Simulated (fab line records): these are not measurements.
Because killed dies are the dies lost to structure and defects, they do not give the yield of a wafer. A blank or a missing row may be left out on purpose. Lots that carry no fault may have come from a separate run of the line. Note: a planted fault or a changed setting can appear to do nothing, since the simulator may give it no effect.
Chamber matching -- flow gf180mcu -- GF_SAB_CVD_00 on pecvd-02: 3 sister chambers
The step deposits SiO2 from TEOS, target thk 50 nm, time 4.9302 s. 6 wafers are shown with their chamber, then 8 later ones without.

WAFERS, EACH WITH ITS CHAMBER
wafer,chamber,heater-power-w (W),susceptor-temp-C (C)
L743.1,1,707,399.91
L743.3,0,666,399.98
L748.3,2,735,399.92
L748.4,0,674,399.85
L748.6,2,745,399.91
L750.1,1,735,399.90

WAFERS WITH NO CHAMBER GIVEN
wafer,heater-power-w (W),susceptor-temp-C (C)
L750.3,667,399.93
L750.4,629,399.86
L754.4,711,399.94
L754.5,644,400.02
L754.6,748,399.91
L755.1,713,399.95
L755.3,635,400.18
L755.6,635,399.97

WHICH CHAMBER EACH WENT THROUGH
wafer,from the rows above,in truth
L750.3,0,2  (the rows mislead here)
L750.4,0,0
L754.4,can't be placed: 1 or 2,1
L754.5,0,0
L754.6,can't be placed: 2 or 1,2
L755.1,can't be placed: 1 or 2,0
L755.3,0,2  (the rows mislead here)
L755.6,0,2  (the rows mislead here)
2 of 8 placed correctly. Unplaceable from these rows: 3, with the true chamber sitting among the candidates in 2. Number placed wrongly: 3.
How it was worked out, from the rows above alone: a wafer's distance from a chamber is the root of the sum, over the readings, of the square of ((its reading less the chamber's mean) divided by the reading's scatter). If the next closest chamber is less than 2 further off than the closest, the wafer can't be placed; otherwise it belongs to the closest. The mean given for a chamber averages the wafers shown for that chamber. How the scatter is found: for the shown wafers, subtract from each reading the mean of its chamber, square and add these, divide the total by (wafers less chambers), then take the root.
